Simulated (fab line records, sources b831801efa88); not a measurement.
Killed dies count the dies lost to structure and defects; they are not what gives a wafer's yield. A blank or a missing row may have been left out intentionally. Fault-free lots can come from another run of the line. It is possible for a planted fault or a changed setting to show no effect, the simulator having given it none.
What tool caused it? | flow gf180mcu | 11 lots, 33 wafers sampled, at 7 steps of a route of 602

WHAT THE GAUGES READ, wafer by wafer
GF_VT_IMPLANT_TW_MEAS_43.
lot  | measured     | on            | VT_IMPLANT_4_TW
L829 | day 8 01:19  | film-metro-01 | 683 682 681
L830 | day 8 07:29  | film-metro-03 | 690 695 690
L834 | day 9 12:50  | film-metro-01 | 685 682 680
L836 | day 10 01:14 | film-metro-01 | 684 685 686
L838 | day 10 15:23 | film-metro-03 | 681 682 685
L840 | day 11 07:35 | film-metro-03 | 695 694 692
L841 | day 11 14:23 | film-metro-04 | 678 675 670
L845 | day 12 20:12 | film-metro-03 | 690 687 691
L848 | day 13 13:58 | film-metro-03 | 694 692 689
L849 | day 13 21:44 | film-metro-03 | 693 690 690
L850 | day 14 04:34 | film-metro-04 | 688 681 683

GF_NSD_TW_MEAS_12.
lot  | measured     | on            | NSD_TW
L829 | day 14 00:55 | film-metro-01 | 4172 4169 4173
L830 | day 14 09:30 | film-metro-03 | 4228 4227 4220
L834 | day 15 20:45 | film-metro-04 | 4205 4214 4205
L836 | day 16 10:49 | film-metro-01 | 4201 4190 4158
L838 | day 17 04:44 | film-metro-04 | 3954 3941 3950 3954 3948 3942
L840 | day 18 03:24 | film-metro-01 | 4222 4224 4210
L841 | day 18 10:31 | film-metro-03 | 4008 3994 3998 4004 4000 4006
L845 | day 19 23:01 | film-metro-03 | 4253 4269 4282
L848 | day 20 17:09 | film-metro-04 | 4238 4239 4238
L849 | day 21 04:03 | film-metro-03 | 4267 4265 4270
L850 | day 21 13:38 | film-metro-03 | 4243 4232 4244

GF_PSD_RS_MEAS_14: a four-point-probe measurement.
lot  | measured     | on            | NSD_RS (ohm/sq)
L829 | day 14 22:31 | film-metro-03 | 46.20 46.18 46.12
L830 | day 15 07:13 | film-metro-04 | 46.03 46.06 45.93
L834 | day 16 19:35 | film-metro-03 | 46.14 46.07 46.07
L836 | day 17 10:28 | film-metro-01 | 46.18 46.20 46.22
L838 | day 18 04:23 | film-metro-01 | 80.33 81.04 81.20 80.23 81.01 81.25
L840 | day 19 03:50 | film-metro-04 | 46.11 46.15 46.07
L841 | day 19 11:43 | film-metro-01 | 80.57 81.16 80.78 80.52 81.25 80.92
L845 | day 21 00:05 | film-metro-03 | 46.03 45.98 46.08
L848 | day 21 17:47 | film-metro-04 | 46.13 45.99 46.03
L849 | day 22 04:08 | film-metro-04 | 46.05 46.07 46.00
L850 | day 22 14:18 | film-metro-01 | 46.21 46.22 46.29

GF_SAB_OVL_MEAS_10.
lot  | measured     | on         | SAB_OVL (nm)
L829 | day 15 19:49 | overlay-01 | 2.6 1.0 1.3
L830 | day 16 04:40 | overlay-01 | 0.8 1.4 0.2
L834 | day 17 19:10 | overlay-01 | 3.7 2.2 1.7
L836 | day 18 10:34 | overlay-01 | 0.0 -0.3 0.2
L840 | day 20 04:52 | overlay-02 | -0.3 -0.6 0.4
L845 | day 22 00:04 | overlay-02 | 0.1 -1.4 0.3
L848 | day 22 17:22 | overlay-02 | 0.3 0.4 1.5
L849 | day 23 03:43 | overlay-01 | -2.0 -3.1 -2.1
L850 | day 23 14:22 | overlay-02 | 0.0 -1.0 -0.7

GF_SALICIDE_THK_MEAS_05: measures by xrf.
lot  | measured     | on            | SALICIDE_TIN_THK (nm)
L829 | day 15 20:24 | film-metro-01 | 19.6 19.2 19.2
L830 | day 16 05:13 | film-metro-01 | 19.1 19.6 19.4
L834 | day 17 19:42 | film-metro-01 | 19.1 19.1 18.9
L836 | day 18 11:17 | film-metro-03 | 20.2 20.2 19.9
L840 | day 20 05:24 | film-metro-01 | 19.6 19.3 19.2
L845 | day 22 00:40 | film-metro-03 | 19.5 19.7 19.5
L848 | day 22 17:55 | film-metro-03 | 19.3 19.6 19.5
L849 | day 23 04:17 | film-metro-02 | 19.7 20.3 20.1
L850 | day 23 14:55 | film-metro-01 | 19.6 19.9 19.8

TOOL THAT RAN EACH LOT (tool first, then ch and the chambers of the sampled wafers, then the start)
lot  | GF_NSD_IMPLANT_09               | GF_NSD_STRIP_11
L829 | implanter-02 ch 0, day 14 00:32 | plasma-asher-02 ch 0,1, day 14 00:50
L830 | implanter-03 ch 0, day 14 09:06 | plasma-asher-03 ch 0,1, day 14 09:24
L834 | implanter-01 ch 0, day 15 20:21 | plasma-asher-02 ch 0, day 15 20:39
L836 | implanter-03 ch 0, day 16 10:25 | plasma-asher-04 ch 0,1, day 16 10:42
L838 | implanter-01 ch 0, day 17 04:20 | plasma-asher-02 ch 1, day 17 04:38
L840 | implanter-02 ch 0, day 18 03:00 | plasma-asher-02 ch 0,1, day 18 03:18
L841 | implanter-01 ch 0, day 18 10:08 | plasma-asher-04 ch 0,1, day 18 10:24
L845 | implanter-03 ch 0, day 19 22:39 | plasma-asher-04 ch 0,1, day 19 22:56
L848 | implanter-01 ch 0, day 20 16:45 | plasma-asher-02 ch 0,1, day 20 17:03
L849 | implanter-01 ch 0, day 21 03:39 | plasma-asher-03 ch 0,1, day 21 03:57
L850 | implanter-02 ch 0, day 21 13:13 | plasma-asher-04 ch 0,1, day 21 13:31
- GF_NSD_IMPLANT_09
- GF_NSD_STRIP_11: strips in O2/N2.

AS READ BY THE TOOLS THEMSELVES (means over the sampled wafers that have a number; for cases with no such wafer, the mark the record gives instead)
GF_NSD_IMPLANT_09.
lot  | tool         | beam-on-s (s) | dose-ions-cm2 | end-station-pressure-torr (Torr) | faraday-current-uA | tilt-deg (degrees)
L829 | implanter-02 | 16.8          | 4e+15         | 1.47e-05                         | 13021              | 6.991
L830 | implanter-03 | 15.9          | 4e+15         | 1.45e-05                         | 13702              | 7.008
L834 | implanter-01 | 20.3          | 4e+15         | 1.17e-05                         | 10823              | 6.979
L836 | implanter-03 | 16.1          | 4e+15         | 1.47e-05                         | 13473              | 7.000
L838 | implanter-01 | 9.8           | 7e+14         | 8.37e-06                         | 3998               | 6.996
L840 | implanter-02 | 16.8          | 4e+15         | 1.33e-05                         | 12948              | 7.016
L841 | implanter-01 | 10.0          | 7e+14         | 8.47e-06                         | 3925               | 6.997
L845 | implanter-03 | 15.8          | 4e+15         | 1.43e-05                         | 13790              | 7.011
L848 | implanter-01 | 20.0          | 4e+15         | 1.21e-05                         | 11005              | 7.018
L849 | implanter-01 | 19.8          | 4e+15         | 1.21e-05                         | 11097              | 6.990
L850 | implanter-02 | 16.6          | 4e+15         | 1.51e-05                         | 13193              | 7.016

GF_NSD_STRIP_11.
lot  | tool            | drypump-motor-current-A (A) | heater-power-w (W) | o2-flow-sccm (sccm) | oes-product-au (a.u.) | strip-time-to-endpoint-s (s)
L829 | plasma-asher-02 | 5.7                         | 338                | 3008                | 0.483                 | 22.97
L830 | plasma-asher-03 | 5.6                         | 404                | 2994                | 0.487                 | 22.95
L834 | plasma-asher-02 | 5.6                         | 347                | 3009                | 0.489                 | 23.01
L836 | plasma-asher-04 | 6.1                         | 311                | 3004                | 0.486                 | 22.93
L838 | plasma-asher-02 | 5.7                         | 340                | 3001                | 0.574                 | 17.01
L840 | plasma-asher-02 | 5.7                         | 345                | 2998                | 0.487                 | 22.97
L841 | plasma-asher-04 | 6.0                         | 320                | 3007                | 0.578                 | 17.00
L845 | plasma-asher-04 | 6.0                         | 325                | 3005                | 0.488                 | 23.01
L848 | plasma-asher-02 | 5.7                         | 338                | 3000                | 0.491                 | 22.96
L849 | plasma-asher-03 | 5.6                         | 396                | 3002                | 0.486                 | 22.99
L850 | plasma-asher-04 | 6.1                         | 304                | 2989                | 0.487                 | 22.99

THE ANSWER, worked out from the rows above alone
Rule: what is usual is taken from the lots themselves. Put in order of their means at a reading, lots are off if they are a third of the lots or fewer, leave a main group of 4 or more, and stand apart from it by a gap of 3 or more times the standard deviation of the main group's means; of several such gaps the widest counts. A main group is skipped when, at the precision printed for the reading in the tables above, its means are all equal. Also off: a lot with no number at a reading for which 4 or more lots have one. The other lots that the step has rows for count as sound. The gauges are gone through in route order, then the tools' own readings, and for those a lot's mean is taken as printed above. The first step at which some lot is off is used, and at that step the reading that is off furthest; a lot without a number counts as furthest.
Off: L838, L841, seen at GF_NSD_TW_MEAS_12 (NSD_TW). Main group: mean 4224, sd 32.
If a tool, at a process step before that reading, ran all the lots that are off and no sound lot after the first of them, it fits. Not tried: the gauges at GF_NSD_TW_MEAS_12; whatever is off there is also off at GF_PSD_RS_MEAS_14, on other tools, and gauge error can't account for it. Of those tried, none fits.

WHAT THE SIMULATOR HAD PUT IN
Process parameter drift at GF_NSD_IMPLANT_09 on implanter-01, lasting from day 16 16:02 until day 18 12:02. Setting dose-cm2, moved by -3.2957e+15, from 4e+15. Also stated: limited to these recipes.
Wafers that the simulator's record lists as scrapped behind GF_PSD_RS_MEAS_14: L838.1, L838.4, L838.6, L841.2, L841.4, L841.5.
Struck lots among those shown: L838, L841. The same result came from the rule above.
